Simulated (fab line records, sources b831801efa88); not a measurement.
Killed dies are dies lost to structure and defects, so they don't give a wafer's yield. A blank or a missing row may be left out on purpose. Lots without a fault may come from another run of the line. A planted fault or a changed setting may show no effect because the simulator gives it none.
One fault seen from 2 desks | flow sky130 | each desk has only its own numbers; what lay behind them comes last

THE TOOL OWNER'S DESK: implanter-01
The tool's own readings at SKY_LDD_N_IMPLANT_11: means of the sampled wafers that have a number, for each lot that ran on this tool. A lot is out of limits, marked OUT, if its mean lies more than 4 standard deviations from the usual mean; the brackets give that distance.
Columns: A = beam_on_s at SKY_LDD_N_IMPLANT_11, usual 10.01 s; B = dose_ions_cm2 at SKY_LDD_N_IMPLANT_11, usual 7.499e+13; C = faraday_current_uA at SKY_LDD_N_IMPLANT_11, usual 422
lot  | first seen here | A     | B                           | C
L245 | day 18 03:04    | 10.36 | 7.503e+13                   | 409
L251 | day 20 16:13    | 10.09 | 6.587e+13 (-99 or more) OUT | 367 (-6.1) OUT
L252 | day 21 04:25    | 10.12 | 6.584e+13 (-99 or more) OUT | 367 (-6.1) OUT
This desk's finding: out of limits on L251, L252; first on L251, day 20 16:13 (dose_ions_cm2 at SKY_LDD_N_IMPLANT_11). In limits: L245.

THE METROLOGY DESK
What the gauges read, lot by lot, whatever tool the lot ran on: means of the sampled wafers that have a number. A lot is out of limits, marked OUT, if its mean lies more than 4 standard deviations from the usual mean; the brackets give that distance.
Columns: A = cd_nm at SKY_POLY_GATE_CD_MEAS_22, usual 150.6 nm; B = LDD_N_OVL at SKY_LDD_N_OVL_MEAS_07, usual -0.3 nm
lot  | first seen here | A     | B
L245 | day 16 23:06    | 150.0 | 0.2
L246 | day 17 07:03    | 149.3 | -0.8
L251 | day 19 08:47    | 149.3 | -1.9
L252 | day 19 21:38    | 149.7 | 0.6
L259 | day 23 00:02    | 153.3 | 0.2
L262 | day 23 12:26    | 149.0 | 0.9
This desk's finding: nothing out of limits on any of the 6 lots.

PUT TOGETHER
The tool owner's desk could have raised an alarm at day 20 16:13, on L251, L252.
The metrology desk saw nothing out of limits.
The metrology desk has L251, L252 on record, within its limits.
Of the lots named, all ran SKY_LDD_N_IMPLANT_11 on implanter-01.

WHAT THE SIMULATOR HAD PUT IN
Process parameter drift: implanter-01, from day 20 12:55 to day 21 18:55, at SKY_LDD_N_IMPLANT_11. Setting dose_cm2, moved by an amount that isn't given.
Lots struck among those shown: L251, L252.
Hours from the fault's start to each desk's first reading out of limits: the tool owner's desk, 3.
